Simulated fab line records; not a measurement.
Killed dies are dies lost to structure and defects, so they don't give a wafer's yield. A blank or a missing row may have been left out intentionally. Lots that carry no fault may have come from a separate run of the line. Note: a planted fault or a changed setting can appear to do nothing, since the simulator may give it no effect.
Which tool was responsible? | flow sky130 | 6 lots (18 wafers sampled), 1 step of a 708-step route

## WHAT THE GAUGES SHOWED, per wafer
SKY_SONOS_TUNNEL_OVL_MEAS_08.
lot  | measured     | on         | SONOS_TUNNEL_OVL (nm)
L649 | day 12 04:26 | overlay-01 | 0.3 2.1 0.9
L651 | day 13 09:07 | overlay-02 | -3.8 -1.6 -2.4
L652 | day 14 03:02 | overlay-02 | -0.7 0.1 -1.8
L661 | day 16 12:47 | overlay-01 | -0.3 -1.0 -1.5
L665 | day 17 14:50 | overlay-01 | -0.1 0.3 -1.3
L668 | day 18 13:59 | overlay-01 | 0.8 0.4 0.3

## WHAT TOOL EACH LOT RAN ON (gives the tool, then ch and the chambers of the sampled wafers, and finally the start)
Before these readings, the record contains no process step.

## THE ANSWER, worked out from the rows above alone
Rule: the usual values come from the lots themselves. Put in order of their means at a reading, lots are off if they are a third of the lots or fewer, leave a main group of 4 or more, and stand apart from it by a gap of 3 or more times the standard deviation of the main group's means; of several such gaps the widest counts. A main group is skipped when, at the precision printed for the reading in the tables above, its means are all equal. A lot without any number at a reading at which 4 lots or more have one is off too. Any other lot the step has rows for is counted as sound.
Nothing can be told from this: no lot is off at any reading shown.

## WHAT HAD BEEN PUT IN BY THE SIMULATOR
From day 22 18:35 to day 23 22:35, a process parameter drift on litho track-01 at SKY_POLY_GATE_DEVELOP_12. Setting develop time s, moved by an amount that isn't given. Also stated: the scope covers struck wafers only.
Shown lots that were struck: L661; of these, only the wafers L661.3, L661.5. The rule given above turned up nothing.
